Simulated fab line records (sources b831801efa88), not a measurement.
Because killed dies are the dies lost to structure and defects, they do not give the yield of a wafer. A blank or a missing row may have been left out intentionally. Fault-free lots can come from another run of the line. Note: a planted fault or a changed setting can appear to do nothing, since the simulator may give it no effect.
fab line records | flow sky130
record: lots: 14 | wafers: 42 | last_day: 50
route steps=708 shown FIELD_ISO@14 NWELL@82 VT_ADJUST_HVTP@96 VT_ADJUST_LVTN@111 PAD_OPEN@708
lots with no fault: from the same line, run without faults
start_h: start of the lot's first displayed wafer, in hours after the record's first day | wait_h: how many hours have passed since the lot's step before this one | " same as the row above | L1.1+2: a single row standing in for several wafers | - either no value or no given start | * or withheld: withheld | < > ~ a bound
route shown NAME@n: NAME is a module with steps in the file, n the number in the route of the first one | usual: average and standard deviation across the fault-free wafers | same: alike in all rows | chamber/n: place in a boat | sites: the reading at each site | _std_site: their standard deviation | _edge_site: inner sites' mean taken away from outer sites' mean | radius_mm: for every site, how far away it sits from the centre of the wafer | mask NAME#n: copy n | behind: the tool/chamber that last shaped the wafer | hold: why the lot went on hold/how many hours it stayed there/how the hold came to an end | device: transistor that didn't switch, given as n, p or np | end of line: tests run on the same wafers once the route is complete | step lacking rows: just its recipe | killed: the dies lost at the first sort to structure and to defects; this is not the yield of the wafer | map: shows each die of a wafer: x if killed, . if not, _ if none is there
set.NAME: the setting that was run; set.NAME@STEP: the one run at that earlier step | model.NAME: the simulator's own value behind a step, which no gauge read
the route's steps for a sample of lots (tables are steps, rows are wafers)
== steps ==
step: SKY_FIELD_ISO_CD_MEAS_13
recipe: target_cd_nm: 150
usual: cd_nm: 149.5/1.2
lot.wafer | tool      | chamber | start_h | wait_h | cd_nm
L483.1    | cd_sem-01 | -       | 28.60   | -      | 149.3
L483.4    | "         | -       | "       | "      | 149.2
L483.6    | "         | -       | "       | "      | 148.3
L486.2    | cd_sem-01 | -       | 44.07   | -      | 148.2
L486.4    | "         | -       | "       | "      | 150.4
L486.5    | "         | -       | "       | "      | 148.9
L488.2    | cd_sem-02 | -       | 55.84   | -      | 151.9
L488.4    | "         | -       | "       | "      | 150.7
L488.6    | "         | -       | "       | "      | 149.7
L489.2    | cd_sem-01 | -       | 60.77   | -      | 148.2
L489.3    | "         | -       | "       | "      | 148.2
L489.6    | "         | -       | "       | "      | 147.9
L490.2    | cd_sem-01 | -       | 65.57   | -      | 147.4
L490.3    | "         | -       | "       | "      | 147.1
L490.6    | "         | -       | "       | "      | 148.9
L491.1    | cd_sem-01 | -       | 72.60   | -      | 151.1
L491.3    | "         | -       | "       | "      | 150.7
L491.6    | "         | -       | "       | "      | 151.6
L492.2    | cd_sem-01 | -       | 78.94   | -      | 148.4
L492.3    | "         | -       | "       | "      | 148.0
L492.4    | "         | -       | "       | "      | 146.8
L493.1    | cd_sem-02 | -       | 84.90   | -      | 150.5
L493.2    | "         | -       | "       | "      | 151.3
L493.5    | "         | -       | "       | "      | 152.1
L496.1    | cd_sem-01 | -       | 96.14   | -      | 148.3
L496.2    | "         | -       | "       | "      | 150.2
L496.4    | "         | -       | "       | "      | 150.7
L497.2    | cd_sem-01 | -       | 101.79  | -      | 149.5
L497.3    | "         | -       | "       | "      | 149.6
L497.6    | "         | -       | "       | "      | 149.5
L500.2    | cd_sem-02 | -       | 118.89  | -      | 149.0
L500.3    | "         | -       | "       | "      | 149.3
L500.5    | "         | -       | "       | "      | 148.1
L501.1    | cd_sem-02 | -       | 122.89  | -      | 149.7
L501.2    | "         | -       | "       | "      | 151.0
L501.4    | "         | -       | "       | "      | 151.2
L504.2    | cd_sem-02 | -       | 140.46  | -      | 151.1
L504.3    | "         | -       | "       | "      | 149.4
L504.4    | "         | -       | "       | "      | 149.5
L506.2    | cd_sem-01 | -       | 150.36  | -      | 150.7
L506.5    | "         | -       | "       | "      | 150.1
L506.6    | "         | -       | "       | "      | 149.2
step: SKY_NWELL_RS_MEAS_29
recipe: thk_meas_gauge: four-point-probe
usual: NWELL_RS: 625.4/1.7
lot.wafer | tool          | chamber | start_h | wait_h | NWELL_RS[ohm/sq]
L483.1    | film_metro-01 | -       | 104.05  | 0.1    | 623.0
L483.4    | "             | -       | "       | "      | 624.2
L483.6    | "             | -       | "       | "      | 625.8
L486.2    | film_metro-04 | -       | 121.85  | 0.1    | 624.4
L486.4    | "             | -       | "       | "      | 625.6
L486.5    | "             | -       | "       | "      | 624.8
L488.2    | film_metro-02 | -       | 147.40  | 0.1    | 627.2
L488.4    | "             | -       | "       | "      | 627.5
L488.6    | "             | -       | "       | "      | 626.6
L489.2    | film_metro-02 | -       | 148.27  | 0.1    | 627.6
L489.3    | "             | -       | "       | "      | 626.7
L489.6    | "             | -       | "       | "      | 628.8
L490.2    | film_metro-02 | -       | 155.15  | 0.1    | 624.9
L490.3    | "             | -       | "       | "      | 624.0
L490.6    | "             | -       | "       | "      | 623.2
L491.1    | film_metro-01 | -       | 155.49  | 0.1    | 625.1
L491.3    | "             | -       | "       | "      | 624.9
L491.6    | "             | -       | "       | "      | 626.5
L492.2    | film_metro-04 | -       | 163.42  | 0.1    | 626.5
L492.3    | "             | -       | "       | "      | 625.4
L492.4    | "             | -       | "       | "      | 624.9
L493.1    | film_metro-04 | -       | 171.38  | 0.1    | 623.3
L493.2    | "             | -       | "       | "      | 623.6
L493.5    | "             | -       | "       | "      | 622.9
L496.1    | film_metro-04 | -       | 187.89  | 0.1    | 624.4
L496.2    | "             | -       | "       | "      | 625.5
L496.4    | "             | -       | "       | "      | 624.2
L497.2    | film_metro-01 | -       | 190.66  | 0.1    | 625.4
L497.3    | "             | -       | "       | "      | 623.8
L497.6    | "             | -       | "       | "      | 622.7
L500.2    | film_metro-02 | -       | 209.56  | 0.1    | 624.7
L500.3    | "             | -       | "       | "      | 625.2
L500.5    | "             | -       | "       | "      | 625.6
L501.1    | film_metro-02 | -       | 215.48  | 0.1    | 626.2
L501.2    | "             | -       | "       | "      | 628.7
L501.4    | "             | -       | "       | "      | 628.2
L504.2    | film_metro-01 | -       | 240.17  | 0.1    | 625.2
L504.3    | "             | -       | "       | "      | 625.4
L504.4    | "             | -       | "       | "      | 623.2
L506.2    | film_metro-04 | -       | 244.86  | 0.1    | 627.4
L506.5    | "             | -       | "       | "      | 626.5
L506.6    | "             | -       | "       | "      | 629.8
step: SKY_VT_ADJUST_HVTP_TW_MEAS_11
usual: VT_ADJUST_HVTP_TW: 1353/13
lot.wafer | tool          | chamber | start_h | wait_h | VT_ADJUST_HVTP_TW
L483.1    | film_metro-03 | -       | 123.11  | 0.1    | 1360
L483.4    | "             | -       | "       | "      | 1366
L483.6    | "             | -       | "       | "      | 1361
L486.2    | film_metro-03 | -       | 141.82  | 0.1    | 1370
L486.4    | "             | -       | "       | "      | 1364
L486.5    | "             | -       | "       | "      | 1369
L488.2    | film_metro-03 | -       | 168.37  | 0.1    | 1352
L488.4    | "             | -       | "       | "      | 1357
L488.6    | "             | -       | "       | "      | 1357
L489.2    | film_metro-04 | -       | 169.01  | 0.1    | 1351
L489.3    | "             | -       | "       | "      | 1360
L489.6    | "             | -       | "       | "      | 1355
L490.2    | film_metro-04 | -       | 175.97  | 0.1    | 1365
L490.3    | "             | -       | "       | "      | 1360
L490.6    | "             | -       | "       | "      | 1359
L491.1    | film_metro-01 | -       | 176.86  | 0.1    | 1349
L491.3    | "             | -       | "       | "      | 1338
L491.6    | "             | -       | "       | "      | 1344
L492.2    | film_metro-01 | -       | 185.07  | 0.1    | 1346
L492.3    | "             | -       | "       | "      | 1338
L492.4    | "             | -       | "       | "      | 1343
L493.1    | film_metro-01 | -       | 193.82  | 0.1    | 1334
L493.2    | "             | -       | "       | "      | 1329
L493.5    | "             | -       | "       | "      | 1334
L496.1    | film_metro-01 | -       | 209.75  | 0.1    | 1325
L496.2    | "             | -       | "       | "      | 1336
L496.4    | "             | -       | "       | "      | 1333
L497.2    | film_metro-01 | -       | 212.76  | 0.1    | 1338
L497.3    | "             | -       | "       | "      | 1341
L497.6    | "             | -       | "       | "      | 1337
L500.2    | film_metro-04 | -       | 231.22  | 0.1    | 1368
L500.3    | "             | -       | "       | "      | 1368
L500.5    | "             | -       | "       | "      | 1364
L501.1    | film_metro-03 | -       | 238.17  | 0.1    | 1359
L501.2    | "             | -       | "       | "      | 1368
L501.4    | "             | -       | "       | "      | 1357
L504.2    | film_metro-01 | -       | 264.13  | 0.1    | 1337
L504.3    | "             | -       | "       | "      | 1342
L504.4    | "             | -       | "       | "      | 1336
L506.2    | film_metro-03 | -       | 269.06  | 0.1    | 1357
L506.5    | "             | -       | "       | "      | 1350
L506.6    | "             | -       | "       | "      | 1361
step: SKY_VT_ADJUST_LVTN_SOFTBAKE_14
recipe: temp_c: 90 | time_s: 60 | resist: NOVOLAK
usual: heater_power_total_W: 56.60/0.043 | plate_temp_C: 90.00/0.14 | resist_line_temp_C: 23.00/0.1
lot.wafer | tool           | chamber | start_h | wait_h | heater_power_total_W | plate_temp_C | resist_line_temp_C
L483.1    | litho_track-02 | 0       | 152.92  | 0.1    | 56.59                | 89.88        | 23.08
L483.4    | "              | 0       | "       | "      | 56.61                | 89.88        | 23.09
L483.6    | "              | 0       | "       | "      | 56.67                | 89.73        | 22.96
L486.2    | litho_track-02 | 0       | 172.99  | 0.1    | 56.68                | 89.88        | 22.77
L486.4    | "              | 0       | "       | "      | 56.60                | 89.82        | 22.90
L486.5    | "              | 0       | "       | "      | 56.58                | 90.01        | 22.92
L488.2    | litho_track-03 | 0       | 200.68  | 0.1    | 56.65                | 89.98        | 22.94
L488.4    | "              | 0       | "       | "      | 56.56                | 89.79        | 23.00
L488.6    | "              | 0       | "       | "      | 56.61                | 89.89        | 23.08
L489.2    | litho_track-03 | 0       | 201.28  | 0.1    | 56.54                | 90.08        | 23.00
L489.3    | "              | 0       | "       | "      | 56.50                | 90.02        | 23.08
L489.6    | "              | 0       | "       | "      | 56.62                | 90.00        | 23.12
L490.2    | litho_track-02 | 0       | 208.09  | 0.1    | 56.55                | 90.00        | 23.09
L490.3    | "              | 0       | "       | "      | 56.55                | 90.16        | 23.07
L490.6    | "              | 0       | "       | "      | 56.65                | 89.83        | 23.24
L491.1    | litho_track-03 | 0       | 208.90  | 0.1    | 56.66                | 90.07        | 23.16
L491.3    | "              | 0       | "       | "      | 56.60                | 90.07        | 23.04
L491.6    | "              | 0       | "       | "      | 56.61                | 90.01        | 23.10
L492.2    | litho_track-04 | 0       | 217.51  | 0.1    | 56.59                | 89.98        | 22.85
L492.3    | "              | 0       | "       | "      | 56.61                | 90.30        | 22.75
L492.4    | "              | 0       | "       | "      | 56.60                | 90.10        | 23.01
L493.1    | litho_track-03 | 0       | 227.00  | 0.1    | 56.61                | 89.93        | 22.97
L493.2    | "              | 0       | "       | "      | 56.62                | 89.90        | 23.06
L493.5    | "              | 0       | "       | "      | 56.62                | 89.87        | 22.99
L496.1    | litho_track-02 | 0       | 242.92  | 0.1    | 56.59                | 89.84        | 23.09
L496.2    | "              | 0       | "       | "      | 56.50                | 89.94        | 22.90
L496.4    | "              | 0       | "       | "      | 56.59                | 90.06        | 22.92
L497.2    | litho_track-03 | 0       | 246.63  | 0.1    | 56.63                | 89.94        | 23.12
L497.3    | "              | 0       | "       | "      | 56.54                | 89.87        | 23.00
L497.6    | "              | 0       | "       | "      | 56.66                | 90.08        | 23.02
L500.2    | litho_track-02 | 0       | 266.79  | 0.1    | 55.36                | 88.63        | 23.00
L500.3    | "              | 0       | "       | "      | 55.29                | 88.86        | 23.08
L500.5    | "              | 0       | "       | "      | 55.40                | 88.77        | 23.14
L501.1    | litho_track-02 | 0       | 273.97  | 0.1    | 55.31                | 88.50        | 22.96
L501.2    | "              | 0       | "       | "      | 55.27                | 88.51        | 23.02
L501.4    | "              | 0       | "       | "      | 55.39                | 88.66        | 22.90
L504.2    | litho_track-04 | 0       | 297.46  | 0.1    | 56.61                | 89.63        | 23.06
L504.3    | "              | 0       | "       | "      | 56.63                | 89.80        | 22.95
L504.4    | "              | 0       | "       | "      | 56.56                | 89.70        | 22.91
L506.2    | litho_track-03 | 0       | 304.98  | 0.1    | 56.63                | 89.90        | 22.89
L506.5    | "              | 0       | "       | "      | 56.59                | 90.23        | 22.93
L506.6    | "              | 0       | "       | "      | 56.55                | 90.22        | 22.84
step: SKY_PAD_OPEN_PROBE_99
usual: killed_at_M0_to_M3: 44/6.6 | killed_at_M4_up: 3.0/1.9 | killed_at_contacts: 24/5.1 | killed_at_front_end: 16/4.6 | killed_at_other: 0.3/0.59 | killed_dies: 88/9.5 | killed_open: 48/6.7 | killed_short: 40/6.1
same: gross_dies: 492 | killed_at_back_side: 0
lot.wafer | tool      | chamber | start_h | wait_h | killed_at_M0_to_M3 | killed_at_M4_up | killed_at_contacts | killed_at_front_end | killed_at_other | killed_dies | killed_open | killed_short
L486.2    | prober-02 | -       | 1109.96 | 0.1    | 48                 | 3               | 22                 | 19                  | 0               | 92          | 45          | 47
L486.4    | prober-02 | -       | 1110.06 | 0.2    | 51                 | 4               | 15                 | 11                  | 0               | 81          | 41          | 40
L486.5    | prober-02 | -       | 1110.11 | 0.2    | 54                 | 4               | 10                 | 9                   | 1               | 78          | 43          | 35
L488.2    | prober-02 | -       | 1119.55 | 0.1    | 51                 | 4               | 26                 | 23                  | 0               | 104         | 62          | 42
L488.4    | prober-02 | -       | 1119.65 | 0.2    | 39                 | 4               | 31                 | 39                  | 0               | 113         | 64          | 49
L488.6    | prober-02 | -       | 1119.75 | 0.2    | 49                 | 5               | 25                 | 20                  | 0               | 99          | 49          | 50
L490.2    | prober-02 | -       | 1133.83 | 0.1    | 37                 | 4               | 24                 | 5                   | 1               | 71          | 38          | 33
L490.3    | prober-02 | -       | 1133.88 | 0.2    | 37                 | 1               | 34                 | 15                  | 0               | 87          | 51          | 36
L490.6    | prober-02 | -       | 1134.03 | 0.2    | 31                 | 4               | 18                 | 19                  | 0               | 72          | 39          | 33
L493.1    | prober-01 | -       | 1147.02 | 0.1    | 50                 | 2               | 19                 | 15                  | 0               | 86          | 48          | 38
L493.2    | prober-01 | -       | 1147.07 | 0.1    | 44                 | 4               | 30                 | 11                  | 0               | 89          | 49          | 40
L493.5    | prober-01 | -       | 1147.22 | 0.2    | 57                 | 2               | 26                 | 24                  | 0               | 109         | 53          | 56
L496.1    | prober-02 | -       | 1158.35 | 0.1    | 39                 | 0               | 24                 | 9                   | 0               | 72          | 41          | 31
L496.2    | prober-02 | -       | 1158.40 | 0.1    | 40                 | 1               | 29                 | 15                  | 0               | 85          | 51          | 34
L496.4    | prober-02 | -       | 1158.50 | 0.2    | 49                 | 3               | 18                 | 21                  | 0               | 91          | 53          | 38
L497.2    | prober-01 | -       | 1163.17 | 0.1    | 43                 | 1               | 31                 | 20                  | 0               | 95          | 54          | 40
L497.3    | prober-01 | -       | 1163.22 | 0.2    | 43                 | 4               | 19                 | 17                  | 1               | 84          | 43          | 41
L497.6    | prober-01 | -       | 1163.37 | 0.2    | 40                 | 6               | 22                 | 12                  | 3               | 83          | 31          | 48
L504.2    | prober-02 | -       | 1197.54 | 0.1    | 46                 | 3               | 34                 | 17                  | 1               | 101         | 56          | 45
L504.3    | prober-02 | -       | 1197.59 | 0.2    | 38                 | 3               | 35                 | 24                  | 0               | 100         | 47          | 52
L504.4    | prober-02 | -       | 1197.64 | 0.2    | 40                 | 4               | 26                 | 23                  | 0               | 93          | 52          | 41
killed by level:class
L486.2 VIA1:geometric_particle:open=11 CONTACT:geometric_particle:open=10 POLY_GATE:geometric_particle:short=7 METAL2:geometric_particle:short=7 VIA2:geometric_particle:open=7 METAL1:geometric_particle:short=6 FIELD_ISO:geometric_particle:short=5 LI_CONTACT:geometric_particle:open=4
L486.4 VIA3:geometric_particle:open=9 VIA1:geometric_particle:open=7 METAL2:geometric_particle:short=7 VIA2:geometric_particle:open=6 LOCAL_INTERCONNECT:geometric_particle:short=5 VIA1:geometric_particle:short=5 CONTACT:geometric_particle:open=4 METAL1:geometric_particle:short=4
L486.5 VIA1:geometric_particle:open=11 VIA3:geometric_particle:open=10 METAL2:geometric_particle:short=10 VIA2:geometric_particle:open=8 METAL1:geometric_particle:short=6 LI_CONTACT:geometric_particle:open=4 FIELD_ISO:geometric_particle:short=3 POLY_GATE:geometric_particle:short=3
L488.2 VIA1:geometric_particle:open=14 CONTACT:geometric_particle:open=13 VIA3:geometric_particle:open=8 POLY_GATE:geometric_particle:open=6 LI_CONTACT:geometric_particle:open=6 VIA2:geometric_particle:open=6 FIELD_ISO:geometric_particle:short=5 POLY_GATE:geometric_particle:short=5
L488.4 FIELD_ISO:geometric_particle:short=15 LI_CONTACT:geometric_particle:open=11 FIELD_ISO:geometric_particle:open=10 VIA3:geometric_particle:open=10 VIA1:geometric_particle:open=10 LOCAL_INTERCONNECT:geometric_particle:short=9 POLY_GATE:geometric_particle:short=7 VIA2:geometric_particle:open=7
L488.6 VIA3:geometric_particle:open=13 VIA2:geometric_particle:open=10 FIELD_ISO:geometric_particle:short=7 CONTACT:geometric_particle:short=7 LOCAL_INTERCONNECT:geometric_particle:short=7 VIA1:geometric_particle:open=6 FIELD_ISO:geometric_particle:open=5 LI_CONTACT:geometric_particle:open=5
L490.2 VIA1:geometric_particle:open=8 VIA3:geometric_particle:open=7 METAL2:geometric_particle:short=6 CONTACT:geometric_particle:open=6 LI_CONTACT:geometric_particle:open=5 LOCAL_INTERCONNECT:geometric_particle:short=5 CONTACT:geometric_particle:short=5 METAL1:geometric_particle:short=3
L490.3 CONTACT:geometric_particle:open=12 LI_CONTACT:geometric_particle:open=10 VIA1:geometric_particle:short=8 VIA1:geometric_particle:open=7 METAL1:geometric_particle:short=7 CONTACT:geometric_particle:short=5 VIA3:geometric_particle:open=5 FIELD_ISO:geometric_particle:short=4
L490.6 VIA1:geometric_particle:open=11 LI_CONTACT:geometric_particle:open=6 FIELD_ISO:geometric_particle:open=5 METAL1:geometric_particle:short=5 LOCAL_INTERCONNECT:geometric_particle:short=4 CONTACT:geometric_particle:open=4 POLY_GATE:geometric_particle:short=3 POLY_CUT:geometric_particle:short=3
L493.1 VIA1:geometric_particle:open=9 LI_CONTACT:geometric_particle:open=9 VIA3:geometric_particle:open=8 METAL1:geometric_particle:short=7 FIELD_ISO:geometric_particle:open=6 CONTACT:geometric_particle:open=6 METAL2:geometric_particle:short=6 VIA2:geometric_particle:open=5
L493.2 LI_CONTACT:geometric_particle:open=13 METAL1:geometric_particle:short=9 CONTACT:geometric_particle:open=8 VIA2:geometric_particle:open=7 VIA1:geometric_particle:open=6 VIA3:geometric_particle:open=5 POLY_GATE:geometric_particle:open=4 LOCAL_INTERCONNECT:geometric_particle:short=4
L493.5 VIA1:geometric_particle:open=12 LI_CONTACT:geometric_particle:open=9 VIA1:geometric_particle:short=7 POLY_GATE:geometric_particle:open=6 VIA2:geometric_particle:open=6 VIA3:geometric_particle:short=6 FIELD_ISO:geometric_particle:short=5 LI_CONTACT:geometric_particle:short=5
L496.1 CONTACT:geometric_particle:open=9 VIA1:geometric_particle:open=9 LI_CONTACT:geometric_particle:open=6 VIA2:geometric_particle:open=6 METAL1:geometric_particle:short=5 CONTACT:geometric_particle:short=5 POLY_GATE:geometric_particle:open=4 LOCAL_INTERCONNECT:geometric_particle:short=4
L496.2 CONTACT:geometric_particle:open=15 VIA1:geometric_particle:open=14 LI_CONTACT:geometric_particle:open=6 METAL2:geometric_particle:short=6 FIELD_ISO:geometric_particle:short=5 VIA3:geometric_particle:short=5 FIELD_ISO:geometric_particle:open=4 LOCAL_INTERCONNECT:geometric_particle:short=4
L496.4 VIA1:geometric_particle:open=17 VIA2:geometric_particle:open=8 POLY_GATE:geometric_particle:short=7 LI_CONTACT:geometric_particle:open=6 VIA1:geometric_particle:short=6 POLY_GATE:geometric_particle:open=5 CONTACT:geometric_particle:open=5 VIA3:geometric_particle:open=5
L497.2 VIA1:geometric_particle:open=12 CONTACT:geometric_particle:open=11 LI_CONTACT:geometric_particle:open=8 POLY_GATE:geometric_particle:short=6 VIA2:geometric_particle:open=6 VIA3:geometric_particle:open=5 LOCAL_INTERCONNECT:geometric_particle:short=4 CONTACT:geometric_particle:short=4
L497.3 VIA1:geometric_particle:open=15 VIA3:geometric_particle:open=7 FIELD_ISO:geometric_particle:open=5 METAL2:geometric_particle:short=5 LI_CONTACT:geometric_particle:open=5 VIA1:geometric_particle:short=5 VIA3:geometric_particle:short=5 FIELD_ISO:geometric_particle:short=4
L497.6 METAL2:geometric_particle:short=9 LOCAL_INTERCONNECT:geometric_particle:short=7 VIA2:geometric_particle:open=7 METAL4:geometric_particle:short=6 LI_CONTACT:geometric_particle:open=6 METAL1:geometric_particle:short=6 CONTACT:geometric_particle:open=5 VIA1:geometric_particle:short=5
L504.2 CONTACT:geometric_particle:open=16 CONTACT:geometric_particle:short=7 METAL1:geometric_particle:short=7 VIA1:geometric_particle:open=7 VIA2:geometric_particle:open=7 VIA1:geometric_particle:short=6 FIELD_ISO:geometric_particle:short=5 LI_CONTACT:geometric_particle:open=5
L504.3 CONTACT:geometric_particle:open=14 VIA1:geometric_particle:open=14 FIELD_ISO:geometric_particle:short=9 VIA1:geometric_particle:short=9 CONTACT:geometric_particle:short=8 LOCAL_INTERCONNECT:geometric_particle:short=6 POLY_GATE:geometric_particle:short=5 LI_CONTACT:geometric_particle:open=5
L504.4 CONTACT:geometric_particle:open=12 FIELD_ISO:geometric_particle:short=8 VIA1:geometric_particle:open=8 VIA3:geometric_particle:open=8 CONTACT:geometric_particle:short=7 FIELD_ISO:geometric_particle:open=6 METAL2:geometric_particle:short=6 LI_CONTACT:geometric_particle:open=4
== key ==
first_sign: step: SKY_VT_ADJUST_LVTN_SOFTBAKE_14 | reading: heater_power_total_W | direction: down | sigmas: 29 | usual: * | struck: *
effect: step: SKY_VT_ADJUST_LVTN_SOFTBAKE_14 | reading: plate_temp_C | direction: down | sigmas: 9.9 | usual: * | struck: *
met_at SKY_VT_ADJUST_LVTN_SOFTBAKE_14
struck_lots L500,L501
tester_left_out L500,L501
not_acting_at SKY_FIELD_ISO_CD_MEAS_13,SKY_NWELL_RS_MEAS_29,SKY_VT_ADJUST_HVTP_TW_MEAS_11
onset_between 242.92 266.79
fault: kind: process_parameter_drift | tool: litho_track-02 | chamber: - | onset_h: 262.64 | steps: SKY_VT_ADJUST_LVTN_SOFTBAKE_14 | channel: temp_c | offset: * | shape: step | end_h: 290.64 | acts_in: * | stated: *
tester_left_out: of these lots the tester's yield and bins aren't shown, on N5 and GAA mostly nor the transistor test; their killed dies are dies lost to structure and defects alone, not to doping, threshold or leakage, so they don't give the yield
